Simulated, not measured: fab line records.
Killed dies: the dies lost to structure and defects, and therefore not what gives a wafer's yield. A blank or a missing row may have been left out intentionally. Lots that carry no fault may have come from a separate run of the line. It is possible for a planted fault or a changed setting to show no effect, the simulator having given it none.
The same fault as seen by 2 desks | flow gf180mcu | what lay behind the numbers comes last; until then each desk has only its own

FROM THE METROLOGY DESK
Lot by lot, what the gauges showed, no matter which tool ran the lot: averages of those sampled wafers that carry a number. Any lot whose mean is over 4 standard deviations away from the usual mean is out of limits and marked OUT; that distance is given in the brackets.
Columns: A = V3_W_RS at GF_V3_RS_MEAS_24, usual 0.3266 ohm/sq; B = PASSIVATION_CVD_00_THK at GF_PASSIVATION_THK_MEAS_01, usual 999 nm
lot  | first seen here | A      | B
L878 | day 22 11:56    | 0.3280 | 1015
L879 | day 23 02:26    | 0.3225 | 990
L880 | day 23 07:04    | 0.3248 | 996
L881 | day 23 13:17    | 0.3271 | 1004
L882 | day 23 21:33    | 0.3257 | 1001
L892 | day 27 11:28    | 0.3283 | 994
L893 | day 27 15:56    | 0.3240 | 1018
L894 | day 27 22:13    | 0.3291 | 1005
L896 | day 28 13:35    | 0.3276 | 1006
L897 | day 28 17:49    | 0.3281 | 1005
L898 | day 29 00:08    | 0.3279 | 1002
L899 | day 29 05:44    | 0.3292 | 994
L900 | day 29 11:17    | 0.3200 | 984
L901 | day 29 17:22    | 0.3293 | 996
This desk found nothing out of limits on any of the 14 lots.

THE TOOL OWNER'S DESK: plasma asher-02
The tool's own readings at GF_HV_LDD_STRIP_37 (strips in O2/N2): means of the sampled wafers that have a number, for each lot that ran on this tool. Any lot whose mean is over 4 standard deviations away from the usual mean is out of limits and marked OUT; that distance is given in the brackets.
Columns: A = drypump motor current A at GF_HV_LDD_STRIP_37, usual 5.76 A; B = heater power w at GF_HV_LDD_STRIP_37, usual 348 W; C = oes product au at GF_HV_LDD_STRIP_37, usual 0.716 a.u.; D = strip time to endpoint s at GF_HV_LDD_STRIP_37, usual 12.64 s
lot  | first seen here | A    | B   | C     | D
L878 | day 11 15:07    | 5.73 | 333 | 0.719 | 12.65
L879 | day 12 01:38    | 5.75 | 328 | 0.721 | 12.65
L880 | day 12 04:28    | 5.96 | 355 | 0.715 | 12.62
L881 | day 12 10:54    | 5.74 | 334 | 0.713 | 12.58
L882 | day 12 20:20    | 5.94 | 352 | 0.710 | 12.65
L894 | day 16 21:38    | 5.72 | 332 | 0.718 | 12.65
L899 | day 18 09:43    | 5.74 | 328 | 0.717 | 12.66
This desk found nothing out of limits on any of the 7 lots.

TAKEN TOGETHER
Nothing out of limits was seen by the metrology desk.
Nothing out of limits was seen by the tool owner's desk.

WHAT THE SIMULATOR HAD PUT IN
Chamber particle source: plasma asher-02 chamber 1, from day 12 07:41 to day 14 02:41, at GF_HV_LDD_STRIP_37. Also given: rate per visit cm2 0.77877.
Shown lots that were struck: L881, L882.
